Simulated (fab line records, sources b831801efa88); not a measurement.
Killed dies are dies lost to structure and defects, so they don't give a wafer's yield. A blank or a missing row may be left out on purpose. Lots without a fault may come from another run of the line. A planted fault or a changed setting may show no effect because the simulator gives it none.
Chamber matching | flow gf180mcu | GF_V4_CVD_02 on pecvd-04: 3 sister chambers
The step deposits SiO2 from TEOS, target thk 850 nm, time 94.851 s. 14 wafers are shown with their chamber, then 7 later ones without.

WAFERS WITH THEIR CHAMBER
wafer  | chamber | rf_fwd_power_W (W) | heater_power_w (W)
L489.1 | 1       | 597.2              | 609
L489.2 | 2       | 596.3              | 493
L489.5 | 0       | 596.1              | 542
L494.2 | 0       | 598.4              | 629
L494.3 | 1       | 597.6              | 526
L494.5 | 2       | 595.2              | 488
L496.1 | 1       | 597.8              | 484
L496.3 | 0       | 597.0              | 677
L496.6 | 1       | 597.8              | 549
L504.1 | 2       | 597.8              | 538
L504.2 | 0       | 601.0              | 554
L504.6 | 2       | 595.7              | 581
L507.3 | 0       | 597.5              | 584
L507.4 | 0       | 599.4              | 625

SIGNATURES (means of the wafers above)
reading        | chamber 0 | chamber 1 | chamber 2 | scatter within a chamber
rf_fwd_power_W | 598.233   | 597.600   | 596.250   | 1.34
heater_power_w | 601.83    | 542.00    | 525.00    | 49.5
Rule: a wafer's distance from a chamber is the root of the sum, over the readings, of the square of ((its reading less the chamber's mean) divided by the reading's scatter). The wafer belongs to the nearest chamber; if the next one is less than 2 further off, it can't be placed. The scatter: the root of (the sum of the squares of (reading less its chamber's mean) over the shown wafers, divided by (wafers less chambers)).

WAFERS WITHOUT THEIR CHAMBER
wafer  | rf_fwd_power_W (W) | heater_power_w (W)
L507.6 | 594.4              | 576
L508.4 | 597.7              | 576
L508.5 | 596.4              | 655
L508.6 | 597.9              | 581
L509.1 | 595.0              | 495
L509.4 | 593.5              | 549
L509.5 | 595.8              | 585

WHICH CHAMBER EACH WENT THROUGH
wafer  | from the rows above          | in truth
L507.6 | can't be placed: 2 or 1 or 0 | 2
L508.4 | can't be placed: 0 or 1 or 2 | 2
L508.5 | can't be placed: 0 or 1 or 2 | 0
L508.6 | can't be placed: 0 or 1 or 2 | 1
L509.1 | can't be placed: 2 or 1      | 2
L509.4 | can't be placed: 2 or 1 or 0 | 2
L509.5 | can't be placed: 2 or 1 or 0 | 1
Placed correctly: 0 of 7. Can't be placed from these rows: 7 (the true chamber is among the candidates in 7). Placed wrongly: 0.
